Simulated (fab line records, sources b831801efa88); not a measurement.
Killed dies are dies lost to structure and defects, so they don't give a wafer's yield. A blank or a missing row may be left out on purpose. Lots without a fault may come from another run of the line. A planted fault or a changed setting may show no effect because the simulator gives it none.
A struck lot beside a sound one | flow sky130 | 26 steps out of a route of 708
Sound: wafers L222.2, L222.4, L222.6. Struck: wafers L228.1, L228.4, L228.5. The cause comes at the end.
At each step with rows: each side's tool, then ch and its chambers, then its first start. Under that, the readings that differ: sound wafers | struck wafers | difference of the means | sigmas: that difference in standard deviations of wafers without a fault.
alike: readings whose means differ by less than 2 such deviations, and words and numbers that are the same on both sides. not compared: withheld readings, readings that some wafer has no value for, bounds like >300 that may hide the same value, and numbers for which the record gives no deviation and whose values overlap.
The two part at a step that has a row with sigmas, a row that says differs or no value, or rows on one side only. Numbers that don't overlap but have no deviation are shown without sigmas and don't part them. A reading that every wafer of one side lacks parts them only if that side has two wafers or more.

SKY_VT_ADJUST_NCORE_STRIP_10: strips in O2/N2.
  sound on plasma_asher-03 ch 0,1, day 8 19:44; struck on plasma_asher-03 ch 0,1, day 10 14:45
  alike: chamber_pressure_mTorr, drypump_motor_current_A, n2_flow_sccm, oes_product_au, strip_time_to_endpoint_s
  not compared: rf_hours_counter_h
SKY_VT_ADJUST_NCORE_TW_MEAS_11:
  sound on film_metro-04, day 8 19:50; struck on film_metro-02, day 10 14:51
  alike: VT_ADJUST_NCORE_TW
then, 7 steps without rows for these wafers: SKY_VT_ADJUST_HVTR_DEHYDRATE_00 (time 60 s); SKY_VT_ADJUST_HVTR_HMDS_01 (prime time 60 s); SKY_VT_ADJUST_HVTR_COAT_02 (resist thk 1140 nm); SKY_VT_ADJUST_HVTR_SOFTBAKE_03 (time 60 s); SKY_VT_ADJUST_HVTR_EXPOSE_04 (exposes mask HVTRM, target cd 380 nm); SKY_VT_ADJUST_HVTR_PEB_05; SKY_VT_ADJUST_HVTR_DEVELOP_06 (develop time 60 s).
SKY_VT_ADJUST_HVTR_CD_MEAS_07: target cd 380 nm.
  sound on cd_sem-01, day 9 14:53; struck on cd_sem-01, day 11 14:01
  alike: cd_nm
SKY_VT_ADJUST_HVTR_OVL_MEAS_08:
  sound on overlay-01, day 9 14:59; struck on overlay-01, day 11 14:08
  alike: VT_ADJUST_HVTR_OVL
then, 1 step without rows for these wafers: SKY_VT_ADJUST_HVTR_IMPLANT_09.
SKY_VT_ADJUST_HVTR_STRIP_10: strips in O2/N2.
  sound on plasma_asher-04 ch 0, day 9 15:10; struck on plasma_asher-03 ch 1, day 11 14:19
  no value came back on the struck wafers for any of 6 readings (chamber_pressure_mTorr (mTorr), drypump_motor_current_A (A) and others); on the sound wafers chamber_pressure_mTorr (mTorr) reads 1500.6 1500.6 1499.5
  reading                                             | sound | struck         | difference | sigmas
  model.NOVOLAK_of_VT_ADJUST_HVTR_COAT_02.thk_nm (nm) | 0 0 0 | 1136 1137 1137 | +1137      |
  not compared: rf_hours_counter_h
SKY_VT_ADJUST_HVTR_TW_MEAS_11:
  sound on film_metro-04, day 9 15:17; struck on film_metro-03, day 11 14:25
  alike: VT_ADJUST_HVTR_TW
then, 7 steps without rows for these wafers: SKY_VT_ADJUST_PCH_DEHYDRATE_00 (time 60 s); SKY_VT_ADJUST_PCH_HMDS_01 (prime time 60 s); SKY_VT_ADJUST_PCH_COAT_02 (resist thk 3000 nm); SKY_VT_ADJUST_PCH_SOFTBAKE_03; SKY_VT_ADJUST_PCH_EXPOSE_04 (exposes mask NWM, target cd 840 nm); SKY_VT_ADJUST_PCH_PEB_05; SKY_VT_ADJUST_PCH_DEVELOP_06 (develop time 60 s).
SKY_VT_ADJUST_PCH_OVL_MEAS_07:
  sound on overlay-02, day 10 13:53; struck on overlay-01, day 12 15:27
  alike: VT_ADJUST_PCH_OVL
then, 1 step without rows for these wafers: SKY_VT_ADJUST_PCH_IMPLANT_08.
SKY_VT_ADJUST_PCH_STRIP_09: strips in O2/N2.
  sound on plasma_asher-03 ch 0,1, day 10 14:04; struck on plasma_asher-01 ch 0,1, day 12 15:38
  reading                      | sound             | struck            | difference | sigmas
  oes_product_au (a.u.)        | 0.717 0.718 0.723 | 0.721 0.736 0.735 | +0.011     | +3
  strip_time_to_endpoint_s (s) | 37.07 37.11 37.09 | 53.64 53.56 53.61 | +16.51     | +99 or more
  alike: chamber_pressure_mTorr, drypump_motor_current_A, n2_flow_sccm
  not compared: rf_hours_counter_h
SKY_VT_ADJUST_PCH_TW_MEAS_10:
  sound on film_metro-01, day 10 14:10; struck on film_metro-03, day 12 15:44
  reading          | sound             | struck         | difference | sigmas
  VT_ADJUST_PCH_TW | 143.0 143.4 142.6 | 30.1 30.0 29.9 | -113.0     | -99 or more
then, 1 step without rows for these wafers: SKY_SONOS_TUNNEL_DEHYDRATE_00 (time 60 s).

WHERE THEY PART
First at SKY_VT_ADJUST_HVTR_STRIP_10; last, within this record, at SKY_VT_ADJUST_PCH_TW_MEAS_10.

WHY: what the simulator had put in
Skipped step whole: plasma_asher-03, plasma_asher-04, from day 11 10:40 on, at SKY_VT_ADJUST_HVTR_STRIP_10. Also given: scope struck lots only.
